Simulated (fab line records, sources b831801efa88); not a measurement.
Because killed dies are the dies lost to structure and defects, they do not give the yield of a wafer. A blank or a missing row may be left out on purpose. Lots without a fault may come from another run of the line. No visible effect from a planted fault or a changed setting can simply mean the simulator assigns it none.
2 desks, one fault	flow gf180mcu	numbers are kept per desk, each desk with only its own; the story behind them comes last

DESK OF THE TOOL OWNER: ilineStepper-01
The tool's own readings at GF_HV_LDD_EXPOSE_28 (exposes mask Nplus HV AREA, target cd 400 nm): means of the sampled wafers that have a number, for each lot that ran on this tool. If a lot's mean is further than 4 standard deviations from the usual mean, the lot is out of limits and carries the mark OUT (the distance appears in the brackets).
Columns: A = exposureDoseMJCm2 at GF_HV_LDD_EXPOSE_28, usual 140.01; B = reticleTempC at GF_HV_LDD_EXPOSE_28, usual 22.98 C
lot	first seen here	A	B
L128	day 13 04:32	140.09	22.90
L129	day 13 16:33	140.08	23.03
L131	day 14 01:02	136.75 (-25) OUT	23.03
L133	day 14 20:24	136.54 (-27) OUT	23.01
L135	day 15 05:55	136.74 (-25) OUT	23.27
This desk's verdict: out of limits on L131, L133, L135, starting with L131 at day 14 01:02 (exposureDoseMJCm2 at GF_HV_LDD_EXPOSE_28). Within limits: L128, L129.

AT THE METROLOGY DESK
What the gauges read, lot by lot, whatever tool the lot ran on: means of the sampled wafers that have a number. If a lot's mean is further than 4 standard deviations from the usual mean, the lot is out of limits and carries the mark OUT (the distance appears in the brackets).
Columns: A = HV_LDD_OVL at GF_HV_LDD_OVL_MEAS_08, usual -1.2 nm; B = HV_LDD_01_OVL at GF_HV_LDD_OVL_MEAS_20, usual -2.6 nm; C = cdNm at GF_HV_LDD_CD_MEAS_31, usual 399.6 nm
lot	first seen here	A	B	C
L123	day 9 18:53	-1.3	-3.1	400.7
L124	day 10 02:17	-0.5	-1.7	397.5
L127	day 11 07:17	-1.9	-1.1	397.5
L126	day 11 07:32	0.2	-1.9	400.8
L128	day 11 23:14	1.4	-4.5	398.4
L129	day 12 09:41	-1.2	0.3	400.1
L131	day 12 19:02	-1.4	1.0	393.2
L133	day 13 12:29	-0.7	-2.1	394.4
L134	day 13 16:38	-1.5	-1.6	400.4
L135	day 13 22:16	-2.1	-2.6	394.9
L136	day 13 23:53	-1.8	-2.6	399.9
L142	day 15 20:29	-1.4	-2.8	396.8
L145	day 16 18:53	0.9	-2.5	398.3
Result from this desk: across the 13 lots, nothing is out of limits.

BROUGHT TOGETHER
The tool owner's desk could have raised an alarm at day 14 01:02, on L131, L133, L135.
From the metrology desk's view, nothing was out of limits.
The metrology desk has L131, L133, L135 on record, within its limits.
On ilineStepper-01, each named lot ran GF_HV_LDD_EXPOSE_28.

WHAT THE SIMULATOR PUT IN
Drift in process parameters on ilineStepper-01 at GF_HV_LDD_EXPOSE_28, starting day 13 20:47. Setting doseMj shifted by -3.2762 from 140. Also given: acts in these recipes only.
Shown lots that were struck: L131, L133, L135.
How many hours passed from the start of the fault until each desk's first out-of-limits reading: the tool owner's desk, 4.
